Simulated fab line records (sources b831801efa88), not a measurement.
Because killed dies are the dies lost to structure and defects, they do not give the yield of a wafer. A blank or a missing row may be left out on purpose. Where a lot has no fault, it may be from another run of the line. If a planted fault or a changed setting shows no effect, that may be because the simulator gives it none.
fab line records    flow gf180mcu
record: lots: 14  wafers: 42  last-day: 34
route steps=602 shown M4@472 V4@493
lots that met no fault: taken from a fault-free run of the same line
start-h: the number of hours between the record's first day and the start of the first shown wafer of the lot    wait-h: hours since the lot's step before    " same as the row above    L1.1+2: one row covering several wafers at once    - no value, or no start was given    * or withheld: withheld    < > ~ a bound
route shown NAME@n: NAME is a module with steps in the file, n the number in the route of the first one    usual: mean/standard deviation taken from wafers without a fault    same: alike in all rows    chamber/n: place in a boat    sites: each site's reading    _std_site: standard deviation of those values    _edge_site: the outer-site mean with the inner-site mean subtracted    radius-mm: for every site, how far away it sits from the centre of the wafer    mask NAME#n: copy n    behind: the last tool/chamber to shape the wafer    hold: reason for holding the lot/hours on hold/outcome of the hold    device: transistor that didn't switch, given as n, p or np    end of line: at the end of the route, the tests of the same wafers    a step without rows: its recipe alone    killed: count of dies lost to structure and defects at first sort (not the wafer's yield)    map: the dies of a wafer, with x for killed, . for not killed, _ for no die there
set.NAME: the setting that was run; set.NAME@STEP: the one run at that earlier step    model.NAME: the simulator's own value behind a step, which no gauge read
route steps across a sampled set of lots; one table per step, one row per wafer
services: the hour from which a tool's chamber was out of use, counted from the record's first day as start-h (under 0 if before that day), plus the number of hours and why
== steps ==
step: GF_M4_METAL_ETCH_16
recipe: chemistry: Cl2/BCl3  mask-material: KrF  target-depth-nm: 627.5  stop-on: SiO2  pressure-mtorr: 8  icp-w: 800  bias-w: 140  Cl2_flow_sccm: 80  bcl3-flow-sccm: 40  time-s: 104.6
usual: bcl3-flow-sccm: 40.01/0.12  bias-w: 140.0/0.38  drypump-motor-current-A: 5.8/0.46  oes-product-au: 0.972/0.0058  throttle-valve-pct: 28.249/0.011
lot.wafer  tool          chamber  start-h  wait-h  bcl3-flow-sccm  bias-w  drypump-motor-current-A  oes-product-au  rf-hours-counter-h  throttle-valve-pct
L983.1     rie-metal-01  0        556.77   0.0     40.16           140.1   6.2                      0.976           11                  28.245
L983.2     "             1        "        "       40.02           139.7   6.5                      0.973           3                   28.235
L983.3     "             1        "        "       40.10           140.1   6.5                      0.971           -                   28.267
L986.2     rie-metal-04  1        583.99   0.0     40.15           140.0   5.5                      0.978           10                  28.248
L986.4     "             0        "        "       39.90           139.6   6.0                      0.976           -                   28.261
L986.6     "             1        "        "       39.96           139.6   5.5                      0.978           -                   28.231
L987.1     rie-metal-04  1        598.99   0.0     39.91           140.5   5.6                      0.966           10                  28.269
L987.3     "             1        "        "       40.06           140.4   5.6                      0.976           -                   28.236
L987.4     "             1        "        "       39.95           140.1   5.6                      0.974           -                   28.244
L989.1     rie-metal-03  0        606.64   0.0     39.67           140.5   5.7                      0.979           3                   28.245
L989.2     "             1        "        "       39.86           139.9   5.1                      0.965           2                   28.238
L989.6     "             0        "        "       39.92           140.2   5.8                      0.978           -                   28.240
L990.1     rie-metal-03  0        612.84   0.0     40.01           140.1   5.8                      0.973           3                   28.246
L990.3     "             1        "        "       40.18           140.3   5.1                      0.979           -                   28.251
L990.4     "             0        "        "       40.05           140.4   5.8                      0.976           -                   28.248
L991.1     rie-metal-04  0        617.24   0.0     40.13           140.1   6.0                      0.964           5                   28.255
L991.4     "             1        "        "       39.98           140.0   5.5                      0.969           -                   28.248
L991.5     "             1        "        "       40.03           140.0   5.6                      0.966           -                   28.272
L993.2     rie-metal-01  1        644.89   0.0     39.82           140.5   6.6                      0.971           6                   28.260
L993.5     "             1        "        "       40.06           139.7   6.5                      0.966           -                   28.266
L993.6     "             0        "        "       40.16           139.4   6.2                      0.975           -                   28.256
L994.1     rie-metal-04  0        648.19   0.0     39.92           140.6   6.1                      0.976           6                   28.243
L994.3     "             0        "        "       40.02           140.2   6.1                      0.973           -                   28.255
L994.5     "             1        "        "       40.12           139.9   5.5                      0.971           -                   28.264
L995.1     rie-metal-03  1        653.04   0.0     39.78           140.3   5.1                      0.972           3                   28.261
L995.3     "             1        "        "       40.01           139.6   5.1                      0.981           -                   28.252
L995.4     "             0        "        "       39.93           140.8   5.8                      0.972           -                   28.254
L996.1     rie-metal-03  0        659.79   0.0     40.13           139.9   5.8                      0.979           4                   28.246
L996.3     "             0        "        "       40.09           139.7   5.8                      0.974           -                   28.248
L996.6     "             1        "        "       39.88           139.6   5.1                      0.982           -                   28.233
L998.3     rie-metal-01  1        671.53   0.1     39.91           139.6   6.5                      0.976           -                   28.247
L998.4     "             0        "        "       40.05           138.9   6.2                      0.970           -                   28.265
L998.5     "             0        "        "       39.96           139.7   6.2                      0.982           -                   28.236
L102.1     rie-metal-03  0        697.09   0.0     40.05           140.8   5.8                      0.968           6                   28.251
L102.4     "             0        "        "       40.04           140.7   5.7                      0.960           -                   28.270
L102.5     "             1        "        "       39.94           140.0   5.1                      0.969           -                   28.251
L103.4     rie-metal-04  0        703.40   0.1     40.10           140.6   6.1                      0.969           -                   28.247
L103.5     "             0        "        "       40.01           140.0   6.1                      0.980           -                   28.262
L103.6     "             0        "        "       40.11           140.3   6.0                      0.968           -                   28.254
L104.1     rie-metal-03  0        710.15   0.0     39.77           139.3   5.8                      0.956           6                   28.258
L104.3     "             0        "        "       39.77           139.3   5.8                      0.977           -                   28.246
L104.6     "             1        "        "       39.92           139.7   5.1                      0.969           -                   28.250
step: GF_V4_ETCH_17
recipe: chemistry: C4F8/O2/Ar  mask-material: KrF  target: SiO2  stop-on: TiN  source-w: 1500  bias-w: 1200  pressure-mtorr: 40  c4f8-flow-sccm: withheld  O2_flow_sccm: 6  Ar_flow_sccm: 300  time-s: withheld  target-depth-a: 6300
usual: bias-w: 1200/4  chamber-pressure-mTorr: 40.00/0.04  oes-product-au: 0.855/0.0047
lot.wafer  tool         chamber  start-h  wait-h  bias-w  chamber-pressure-mTorr  oes-product-au
L983.1     rie-diel-03  1        580      -       1195    40.01                   0.858
L983.2     "            0        "        "       1194    40.01                   0.849
L983.3     "            3        "        "       1204    39.97                   0.857
L986.2     rie-diel-02  2        606      -       1201    39.94                   0.856
L986.4     "            3        "        "       1200    39.97                   0.848
L986.6     "            2        "        "       1203    39.97                   0.853
L987.1     rie-diel-04  3        621      -       1194    40.00                   0.857
L987.3     "            1        "        "       1193    39.99                   0.851
L987.4     "            3        "        "       1195    39.96                   0.847
L989.1     rie-diel-02  2        628      -       1205    40.00                   0.848
L989.2     "            3        "        "       1196    39.99                   0.848
L989.6     "            1        "        "       1199    40.04                   0.856
L990.1     rie-diel-04  1        635      -       1197    40.04                   0.850
L990.3     "            3        "        "       1205    40.04                   0.856
L990.4     "            2        "        "       1195    40.00                   0.851
L991.1     rie-diel-04  3        639      -       1202    40.01                   0.855
L991.4     "            2        "        "       1203    39.95                   0.860
L991.5     "            0        "        "       1198    40.00                   0.867
L993.2     rie-diel-02  3        665      -       1198    40.07                   0.849
L993.5     "            3        "        "       1189    40.07                   0.857
L993.6     "            0        "        "       1199    40.01                   0.853
L994.1     rie-diel-03  3        669      -       -       -                       -
L994.3     "            0        "        "       -       -                       -
L994.5     "            3        "        "       -       -                       -
L995.1     rie-diel-04  3        674      -       -       -                       -
L995.3     "            2        "        "       -       -                       -
L995.4     "            1        "        "       -       -                       -
L996.1     rie-diel-03  2        680      -       1197    39.96                   0.851
L996.3     "            1        "        "       1210    40.03                   0.853
L996.6     "            2        "        "       1198    40.03                   0.849
L998.3     rie-diel-03  0        692      -       1199    40.05                   0.859
L998.4     "            3        "        "       1203    40.00                   0.854
L998.5     "            1        "        "       1203    40.02                   0.849
L102.1     rie-diel-02  3        717      -       1204    39.97                   0.850
L102.4     "            1        "        "       1200    39.77                   0.846
L102.5     "            3        "        "       1205    39.98                   0.852
L103.4     rie-diel-03  1        723      -       1199    40.04                   0.862
L103.5     "            1        "        "       1198    40.00                   0.857
L103.6     "            2        "        "       1203    40.00                   0.859
L104.1     rie-diel-03  2        730      -       1201    40.03                   0.849
L104.3     "            0        "        "       1199    39.98                   0.857
L104.6     "            1        "        "       1201    40.03                   0.853
step: GF_V4_STRIP_18
recipe: chemistry: O2/N2  power-w: 1400  pressure-mtorr: 1500  platen-temp-c: 250  o2-flow-sccm: 3000  n2-flow-sccm: 300  overash-fraction: 0.5
usual: drypump-motor-current-A: 5.8/0.31  heater-power-w: 319/25  oes-product-au: 0.593/0.0053
lot.wafer  tool             chamber  start-h  wait-h  drypump-motor-current-A  heater-power-w  oes-product-au  rf-hours-counter-h
L983.1     plasma-asher-01  1        580.67   -       5.4                      294             0.588           81
L983.2     "                0        "        "       5.8                      274             0.597           81
L983.3     "                0        "        "       5.8                      276             0.587           -
L986.2     plasma-asher-03  0        606.42   -       6.2                      354             0.596           49
L986.4     "                1        "        "       5.2                      332             0.592           -
L986.6     "                1        "        "       5.2                      326             0.592           -
L987.1     plasma-asher-04  1        621.22   -       5.9                      331             0.599           98
L987.3     "                1        "        "       5.9                      332             0.593           -
L987.4     "                0        "        "       5.8                      326             0.595           -
L989.1     plasma-asher-04  1        628.65   -       5.9                      322             0.588           99
L989.2     "                0        "        "       5.8                      324             0.585           99
L989.6     "                1        "        "       5.9                      334             0.580           -
L990.1     plasma-asher-03  0        635.32   -       6.3                      353             0.600           52
L990.3     "                0        "        "       6.2                      355             0.598           -
L990.4     "                1        "        "       5.2                      331             0.596           -
L991.1     plasma-asher-04  0        639.22   -       5.8                      333             0.591           100
L991.4     "                1        "        "       5.9                      327             0.581           -
L991.5     "                1        "        "       5.9                      340             0.585           -
L993.2     plasma-asher-04  1        665.57   -       5.9                      338             0.598           103
L993.5     "                0        "        "       5.8                      323             0.593           -
L993.6     "                1        "        "       5.9                      339             0.599           -
L994.1     plasma-asher-03  1        669.45   -       5.2                      339             0.662           55
L994.3     "                1        "        "       5.2                      334             0.671           -
L994.5     "                0        "        "       6.3                      359             0.667           -
L995.1     plasma-asher-04  1        674.37   -       5.9                      334             0.673           104
L995.3     "                1        "        "       5.9                      329             0.666           -
L995.4     "                0        "        "       5.8                      323             0.661           -
L996.1     plasma-asher-04  0        680.70   -       5.9                      327             0.596           105
L996.3     "                0        "        "       5.8                      318             0.598           -
L996.6     "                0        "        "       5.8                      332             0.597           -
L998.3     plasma-asher-03  0        692.79   -       6.2                      361             0.598           -
L998.4     "                1        "        "       5.2                      328             0.592           -
L998.5     "                1        "        "       5.2                      329             0.602           -
L102.1     plasma-asher-04  1        717.72   -       5.9                      333             0.590           109
L102.4     "                0        "        "       5.8                      311             0.604           -
L102.5     "                1        "        "       5.9                      339             0.596           -
L103.4     plasma-asher-01  0        723.55   -       5.8                      277             0.595           -
L103.5     "                1        "        "       5.4                      306             0.592           -
L103.6     "                0        "        "       5.9                      269             0.589           -
L104.1     plasma-asher-01  1        730.65   -       5.4                      311             0.583           97
L104.3     "                0        "        "       5.8                      265             0.592           -
L104.6     "                0        "        "       5.9                      267             0.597           -
step: GF_V4_CVD_23
recipe: material: W  target-thk-nm: 350  time-s: 104.9  temp-c: 400  pressure-torr: 40
usual: chamber-pressure-Torr: 40.00/0.089  heater-power-w: 908/150
lot.wafer  tool      chamber  start-h  wait-h  chamber-pressure-Torr  heater-power-w
L983.1     cvd-w-01  0        581.34   0.0     40.02                  754
L983.2     "         1        "        "       40.03                  1081
L983.3     "         0        "        "       40.08                  742
L986.2     cvd-w-01  1        607.09   0.0     39.94                  1084
L986.4     "         1        "        "       39.90                  1076
L986.6     "         0        "        "       40.01                  741
L987.1     cvd-w-02  1        621.85   0.0     39.97                  968
L987.3     "         1        "        "       40.02                  951
L987.4     "         0        "        "       40.11                  851
L989.1     cvd-w-02  1        629.29   0.0     40.03                  933
L989.2     "         0        "        "       40.06                  822
L989.6     "         0        "        "       39.95                  829
L990.1     cvd-w-01  0        635.95   0.0     40.16                  766
L990.3     "         0        "        "       40.01                  750
L990.4     "         1        "        "       39.93                  1069
L991.1     cvd-w-01  0        639.85   0.0     40.02                  756
L991.4     "         1        "        "       40.06                  1049
L991.5     "         1        "        "       39.79                  1069
L993.2     cvd-w-01  0        666.20   0.0     40.02                  742
L993.5     "         1        "        "       39.89                  1092
L993.6     "         0        "        "       39.97                  739
L994.1     cvd-w-01  0        670.09   0.0     40.01                  750
L994.3     "         1        "        "       40.02                  1090
L994.5     "         1        "        "       40.02                  1088
L995.1     cvd-w-01  1        675.00   0.0     40.01                  1078
L995.3     "         1        "        "       39.92                  1082
L995.4     "         0        "        "       39.90                  734
L996.1     cvd-w-01  0        681.37   0.0     40.02                  742
L996.3     "         0        "        "       40.16                  746
L996.6     "         1        "        "       39.79                  1084
L998.3     cvd-w-01  1        693.49   0.1     40.04                  1105
L998.4     "         0        "        "       40.05                  756
L998.5     "         1        "        "       40.26                  1092
L102.1     cvd-w-02  0        718.38   0.0     40.07                  845
L102.4     "         1        "        "       39.97                  963
L102.5     "         1        "        "       40.00                  929
L103.4     cvd-w-02  1        724.19   0.1     40.07                  935
L103.5     "         1        "        "       40.09                  918
L103.6     "         0        "        "       39.99                  854
L104.1     cvd-w-01  0        731.29   0.0     40.11                  744
L104.3     "         1        "        "       39.94                  1089
L104.6     "         0        "        "       40.04                  759
step: GF_V4_CMP_26
recipe: stop-on: SiO2  down-force-psi: 3.5  platen-rpm: 60  t-overpolish-s: 15  target-thk-nm: 0  pad-velocity-m-s: 0.94248
usual: motor-current-A: 10.5/0.97  overpolish-run-s: 14.999/0.0089  platen-rpm: 60.00/0.04  time-to-endpoint-s: 82/3.3
lot.wafer  tool    chamber  start-h  wait-h  motor-current-A  overpolish-run-s  platen-rpm  time-to-endpoint-s
L983.3     cmp-02  1        581.89   0.3     12.1             15.005            60.02       88
L983.1     "       3        "        "       10.4             15.003            60.01       85
L983.2     "       0        "        "       10.6             14.985            60.00       93
L986.2     cmp-01  0        607.43   0.1     8.8              15.002            60.02       82
L986.4     "       2        "        "       10.1             15.008            60.01       84
L986.6     "       3        "        "       10.3             15.000            59.98       78
L987.3     cmp-02  0        622.15   0.0     10.9             15.001            60.02       84
L987.1     "       2        "        "       11.3             15.002            60.03       83
L987.4     "       3        "        "       10.3             15.003            59.94       79
L989.2     cmp-01  1        629.58   0.0     10.5             15.001            59.92       82
L989.1     "       2        "        "       9.9              14.997            60.06       85
L989.6     "       1        "        "       10.7             14.996            60.00       80
L990.3     cmp-02  1        636.25   0.0     11.3             15.003            60.05       85
L990.1     "       2        "        "       10.4             14.988            60.01       84
L990.4     "       0        "        "       11.1             15.003            59.97       86
L991.1     cmp-01  1        640.20   0.1     10.5             15.001            60.03       77
L991.4     "       3        "        "       10.9             15.013            60.03       81
L991.5     "       1        "        "       11.0             15.002            59.95       80
L993.2     cmp-01  2        666.60   0.1     10.1             15.018            59.90       85
L993.6     "       0        "        "       8.8              15.003            60.02       79
L993.5     "       1        "        "       10.5             14.994            60.02       83
L994.1     cmp-01  3        670.38   0.1     10.9             14.991            60.01       79
L994.3     "       0        "        "       9.2              15.002            60.07       86
L994.5     "       3        "        "       11.0             14.981            60.07       82
L995.4     cmp-01  1        675.30   0.0     10.2             15.006            60.00       80
L995.1     "       3        "        "       11.1             15.003            60.02       80
L995.3     "       0        "        "       8.7              15.003            60.02       81
L996.1     cmp-01  1        681.71   0.1     10.8             14.994            59.94       78
L996.3     "       2        "        "       9.4              15.009            59.98       78
L996.6     "       0        "        "       9.0              15.013            59.96       82
L998.3     cmp-01  2        693.84   0.1     10.0             14.989            59.99       84
L998.4     "       3        "        "       11.6             14.998            59.99       78
L998.5     "       1        "        "       10.7             15.002            59.90       81
L102.1     cmp-01  0        718.91   0.3     9.4              15.005            60.05       82
L102.4     "       3        "        "       11.1             15.002            59.97       79
L102.5     "       1        "        "       11.5             15.000            59.96       81
L103.4     cmp-02  1        724.50   0.1     12.5             14.991            59.99       82
L103.6     "       0        "        "       11.0             14.996            59.95       84
L103.5     "       1        "        "       11.6             14.990            59.92       80
L104.3     cmp-02  1        731.58   0.0     12.1             15.005            60.02       80
L104.1     "       2        "        "       10.5             15.011            59.96       84
L104.6     "       1        "        "       11.7             14.993            59.95       83
== services ==
tool             chamber  start-h  hours  kind
rie-diel-02      0        532.83   7.5    repair
rie-diel-03      2        533.73   13.7   repair
plasma-asher-04  -        537.95   2.8    pm
cmp-02           -        540.49   2.1    repair
rie-diel-03      3        544.44   2.3    repair
rie-diel-04      0        548.93   6.8    repair
rie-metal-04     -        550.45   1.8    repair
rie-metal-04     -        551.58   0.5    repair
rie-diel-04      2        555.11   6.5    repair
cmp-02           -        561.63   1.5    repair
cmp-01           -        577.27   4.0    pm
rie-metal-04     0        590.22   26.2   repair
cvd-w-01         -        613.42   6.9    pm
cmp-01           -        616.12   0.6    repair
rie-metal-03     -        623.62   1.4    pm
cmp-01           -        631.47   7.6    repair
cmp-02           -        638.69   0.8    repair
rie-diel-03      -        641.77   0.4    repair
cmp-02           -        649.97   3.5    pm
plasma-asher-04  -        684.16   1.7    repair
rie-diel-03      3        702.88   4.5    repair
cmp-02           -        712.46   0.3    repair
cmp-01           -        725.34   2.0    repair
plasma-asher-04  -        731.35   0.7    repair
== key ==
first-sign: step: GF_V4_ETCH_17  reading: tool-record  direction: missing
effect: step: GF_V4_STRIP_18  reading: oes-product-au  direction: up  sigmas: 14  usual: 0.593  struck: 0.667
met-at GF_V4_ETCH_17
struck-lots L994,L995
later-rows-left-out L994.1,L994.3,L994.5,L995.1,L995.3,L995.4
sort-left-out L994.1,L994.3,L994.5,L995.1,L995.3,L995.4
not-acting-at GF_M4_METAL_ETCH_16,GF_V4_CVD_23,GF_V4_CMP_26
onset-between 639 669
fault: kind: skipped-step-whole  tool: rie-diel-03,rie-diel-04  chamber: -  onset-h: 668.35  steps: GF_V4_ETCH_17  scope: struck-lots-only
sort-left-out: the simulated sort isn't trusted on such a fault, so these wafers' sort isn't shown, and their yield isn't known
later-rows-left-out: the simulator's readings of these wafers behind a module that went badly wrong aren't trusted and aren't shown, but for the sort
